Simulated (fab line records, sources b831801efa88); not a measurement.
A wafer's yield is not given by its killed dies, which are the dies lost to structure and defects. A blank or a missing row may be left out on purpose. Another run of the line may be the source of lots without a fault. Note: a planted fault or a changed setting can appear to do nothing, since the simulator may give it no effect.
The tool behind it: which one? | flow gf180mcu | 13 lots with 39 wafers sampled at 2 steps, on a route of 602 steps

## WHAT EACH GAUGE READ, for each wafer
GF_V2_RS_MEAS_24: a four-point-probe measurement.
lot  | measured     | on           | V2_W_RS (ohm/sq)
L129 | day 20 11:56 | filmMetro-03 | 0.327 0.331 0.323
L130 | day 20 20:01 | filmMetro-03 | 0.327 0.329 0.329
L133 | day 22 02:10 | filmMetro-01 | 0.328 0.325 0.328
L135 | day 22 17:47 | filmMetro-01 | 0.328 0.327 0.330
L139 | day 24 07:12 | filmMetro-03 | 0.330 0.330 0.330
L140 | day 24 17:32 | filmMetro-01 | 0.333 0.332 0.332
L141 | day 24 21:31 | filmMetro-04 | 0.338 0.335 0.338
L142 | day 25 07:35 | filmMetro-01 | 0.330 0.329 0.331
L145 | day 26 08:07 | filmMetro-01 | 0.330 0.331 0.327
L146 | day 26 14:35 | filmMetro-01 | 0.329 0.328 0.332
L147 | day 26 17:58 | filmMetro-04 | 0.327 0.325 0.329
L148 | day 27 05:25 | filmMetro-01 | 0.320 0.324 0.324
L152 | day 28 06:51 | filmMetro-03 | 0.330 0.333 0.332

## EACH LOT AND THE TOOL THAT RAN IT (in order: tool; ch and the chambers of the sampled wafers; start)
lot  | GF_V2_SPUTTER_22
L129 | pvdSputter-04, day 20 11:44
L130 | pvdSputter-01, day 20 19:51
L133 | pvdSputter-03, day 22 02:01
L135 | pvdSputter-04, day 22 17:31
L139 | pvdSputter-04, day 24 07:01
L140 | pvdSputter-03, day 24 17:22
L141 | pvdSputter-01, day 24 21:20
L142 | pvdSputter-04, day 25 07:23
L145 | pvdSputter-01, day 26 07:58
L146 | pvdSputter-04, day 26 14:25
L147 | pvdSputter-04, day 26 17:49
L148 | pvdSputter-03, day 27 05:16
L152 | pvdSputter-01, day 28 06:41
- GF_V2_SPUTTER_22: material TiN, target thk 10 nm, time 40 s.

## WHAT THE TOOLS THEMSELVES READ (means of the sampled wafers that have a number; where no wafer has one, the mark that the record gives instead)
GF_V2_SPUTTER_22.
lot  | tool          | throttleValvePct (%)
L129 | pvdSputter-04 | 30.8
L130 | pvdSputter-01 | 30.7
L133 | pvdSputter-03 | 30.1
L135 | pvdSputter-04 | 29.8
L139 | pvdSputter-04 | 29.9
L140 | pvdSputter-03 | 31.2
L141 | pvdSputter-01 | 31.2
L142 | pvdSputter-04 | 29.5
L145 | pvdSputter-01 | 30.9
L146 | pvdSputter-04 | 31.3
L147 | pvdSputter-04 | 30.5
L148 | pvdSputter-03 | 30.2
L152 | pvdSputter-01 | 30.6

## THE ANSWER, worked out from the rows above alone
Rule: the lots themselves supply what counts as usual. Put in order of their means at a reading, lots are off if they are a third of the lots or fewer, leave a main group of 4 or more, and stand apart from it by a gap of 3 or more times the standard deviation of the main group's means; of several such gaps the widest counts. The tables above print the reading to a certain number of digits; a main group whose means all agree to those digits is not used. A lot without any number at a reading at which 4 lots or more have one is off too. Where the step has rows for the other lots, those lots are counted as sound. Order of review: gauges by route order, followed by the tools' own readings, for which a lot's mean as printed above is used. The first step at which some lot is off is used, and at that step the reading that is off furthest; a lot without a number counts as furthest.
Nothing can be told from this: no lot is off at any reading shown.

## WHAT THE SIMULATOR PUT IN
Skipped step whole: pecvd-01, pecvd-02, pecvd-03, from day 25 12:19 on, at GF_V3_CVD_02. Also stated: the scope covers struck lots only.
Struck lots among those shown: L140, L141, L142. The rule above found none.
